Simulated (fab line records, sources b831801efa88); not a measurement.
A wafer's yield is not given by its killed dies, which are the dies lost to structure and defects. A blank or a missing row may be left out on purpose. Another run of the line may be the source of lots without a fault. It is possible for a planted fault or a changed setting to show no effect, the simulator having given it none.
The tool behind it: which one? ; flow sky130 ; 33 wafers sampled from 11 lots at 1 step of a route of 708

== WHAT THE GAUGES SHOWED, per wafer ==
SKY_RES_PROTECT_TW_MEAS_08.
lot;measured;on;POLY_GATE_TW
L777;day 15 21:01;film-metro-04;4069 4059 4062
L781;day 16 22:34;film-metro-04;4045 4046 4058
L786;day 18 18:05;film-metro-02;4001 4013 4006
L788;day 19 09:36;film-metro-03;3976 4006 4002
L789;day 19 15:52;film-metro-04;4107 4074 4094
L790;day 20 02:26;film-metro-04;4118 4142 4153
L792;day 20 17:14;film-metro-02;4017 4008 4019
L793;day 21 06:25;film-metro-04;4138 4122 4100
L797;day 22 06:40;film-metro-04;4116 4132 4142
L798;day 22 21:41;film-metro-03;4003 4000 3997
L800;day 23 11:06;film-metro-03;3975 3978 4008

== WHAT TOOL EACH LOT RAN ON (gives the tool, then ch and the chambers of the sampled wafers, and finally the start) ==
No process step before these readings appears in the record.

== THE ANSWER, worked out from the rows above alone ==
Rule: the usual values come from the lots themselves. Put in order of their means at a reading, lots are off if they are a third of the lots or fewer, leave a main group of 4 or more, and stand apart from it by a gap of 3 or more times the standard deviation of the main group's means; of several such gaps the widest counts. The tables above print the reading to a certain number of digits; a main group whose means all agree to those digits is not used. A lot without any number at a reading at which 4 lots or more have one is off too. Where the step has rows for the other lots, those lots are counted as sound.
No lot is off at any reading shown: from this, nothing can be told.

== WHAT HAD BEEN PUT IN BY THE SIMULATOR ==
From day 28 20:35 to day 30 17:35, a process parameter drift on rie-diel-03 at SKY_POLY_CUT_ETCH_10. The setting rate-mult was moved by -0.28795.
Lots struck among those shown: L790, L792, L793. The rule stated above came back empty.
